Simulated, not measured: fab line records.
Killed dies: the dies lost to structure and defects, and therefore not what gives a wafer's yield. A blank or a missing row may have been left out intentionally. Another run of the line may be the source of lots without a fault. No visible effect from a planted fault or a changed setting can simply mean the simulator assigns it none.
2 desks, one fault -- flow sky130 -- what lay behind the numbers comes last; until then each desk has only its own

## AT THE TOOL OWNER'S DESK: plasma_asher-03
The tool's own readings at SKY_CONTACT_STRIP_19 (strips in O2/N2): means of the sampled wafers that have a number, for each lot that ran on this tool. Marked OUT: a lot whose mean sits more than 4 standard deviations from the usual mean, which makes it out of limits; the brackets give that distance.
Columns: A = drypump_motor_current_A at SKY_CONTACT_STRIP_19, usual 5.6 A; B = n2_flow_sccm at SKY_CONTACT_STRIP_19, usual 299.9 sccm; C = oes_product_au at SKY_CONTACT_STRIP_19, usual 0.379 a.u.; D = strip_time_to_endpoint_s at SKY_CONTACT_STRIP_19, usual 3.56 s
lot,first seen here,A,B,C,D
L890,day 33 21:07,5.9,300.0,0.381,3.30 (-4.6) OUT
L892,day 35 07:25,5.9,300.0,0.374,3.22 (-6.0) OUT
L903,day 38 02:51,5.8,299.5,0.378,3.55
L905,day 38 19:47,6.0,299.9,0.376,3.53
This desk's finding: out of limits on L890, L892; first on L890, day 33 21:07 (strip_time_to_endpoint_s at SKY_CONTACT_STRIP_19). L903, L905 stayed within limits.

## FROM THE METROLOGY DESK
What the gauges read, lot by lot, whatever tool the lot ran on: means of the sampled wafers that have a number. Marked OUT: a lot whose mean sits more than 4 standard deviations from the usual mean, which makes it out of limits; the brackets give that distance.
Columns: A = LOCAL_INTERCONNECT_OVL at SKY_LOCAL_INTERCONNECT_OVL_MEAS_12, usual 0 nm; B = CONTACT_W_RS at SKY_CONTACT_RS_MEAS_25, usual 0.337 ohm/sq
lot,first seen here,A,B
L883,day 30 10:46,-3,0.334
L884,day 30 21:02,-3,0.343
L890,day 32 16:41,4,0.341
L892,day 34 02:43,0,0.332
L896,day 35 10:20,-2,0.330
L897,day 35 10:46,-10,0.330
L898,day 35 22:25,6,0.337
L901,day 36 11:04,-9,0.336
L902,day 36 18:28,-6,0.335
L903,day 36 23:49,1,0.337
L904,day 37 11:30,-1,0.342
L905,day 37 17:08,4,0.336
L906,day 37 17:54,1,0.343
This desk's verdict: no lot among the 13 shows anything out of limits.

## PUT TOGETHER
The tool owner's desk had the chance to raise an alarm at day 33 21:07 on L890, L892.
Metrology desk: nothing out of limits seen.
The metrology desk has L890, L892 on record, within its limits.
The lots listed all ran SKY_CONTACT_STRIP_19 on plasma_asher-03.

## WHAT HAD BEEN PUT IN BY THE SIMULATOR
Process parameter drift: plasma_asher-03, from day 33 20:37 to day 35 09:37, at SKY_CONTACT_STRIP_19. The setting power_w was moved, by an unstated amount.
Struck lots among those shown: L890, L892.
Delay in hours, fault start to first out-of-limits reading, by desk: the tool owner's desk at 0.
